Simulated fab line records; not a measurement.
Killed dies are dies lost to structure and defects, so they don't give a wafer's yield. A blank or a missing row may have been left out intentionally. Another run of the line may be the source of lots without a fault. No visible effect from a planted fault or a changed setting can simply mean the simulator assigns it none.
Chamber matching | flow gf180mcu | GF_V4_ETCH_16 on rie_diel-02: 4 sister chambers
The step etches BARC in N2/H2. 8 wafers are shown with their chamber, then 11 later ones without.

## WAFERS PAIRED WITH THEIR CHAMBERS
wafer  | chamber | drypump_motor_current_A (A) | bias_w (W)
L088.1 | 2       | 4.8                         | 99.45
L088.6 | 3       | 5.4                         | 100.42
L091.1 | 1       | 5.9                         | 99.96
L091.4 | 3       | 5.4                         | 100.38
L090.2 | 2       | 4.8                         | 99.77
L090.3 | 0       | 5.1                         | 99.68
L090.6 | 1       | 5.9                         | 99.73
L092.3 | 0       | 5.0                         | 100.30

## WAFERS MISSING THEIR CHAMBER
wafer  | drypump_motor_current_A (A) | bias_w (W)
L092.5 | 4.7                         | 100.16
L092.6 | 5.4                         | 99.95
L093.2 | 5.4                         | 100.28
L093.3 | 4.8                         | 99.68
L093.4 | 5.1                         | 99.36
L095.1 | 5.4                         | 100.47
L095.2 | 5.9                         | 100.56
L095.3 | 4.8                         | 99.72
L096.1 | 5.1                         | 100.26
L096.2 | 5.4                         | 99.65
L096.3 | 4.8                         | 99.62

## WHICH CHAMBER EACH ONE RAN IN
wafer  | from the rows above | in truth
L092.5 | 2                   | 2
L092.6 | 3                   | 3
L093.2 | 3                   | 3
L093.3 | 2                   | 2
L093.4 | 0                   | 0
L095.1 | 3                   | 3
L095.2 | 1                   | 1
L095.3 | 2                   | 2
L096.1 | 0                   | 0
L096.2 | 3                   | 3
L096.3 | 2                   | 2
Correctly placed: 11 of 11. Not placeable from these rows: 0. Number placed wrongly: 0.
How it was worked out, from the rows above alone: a wafer's distance from a chamber is the root of the sum, over the readings, of the square of ((its reading less the chamber's mean) divided by the reading's scatter). The wafer belongs to the nearest chamber; if the next one is less than 2 further off, it can't be placed. Each chamber's mean is taken over the wafers shown for it. The scatter: the root of (the sum of the squares of (reading less its chamber's mean) over the shown wafers, divided by (wafers less chambers)).
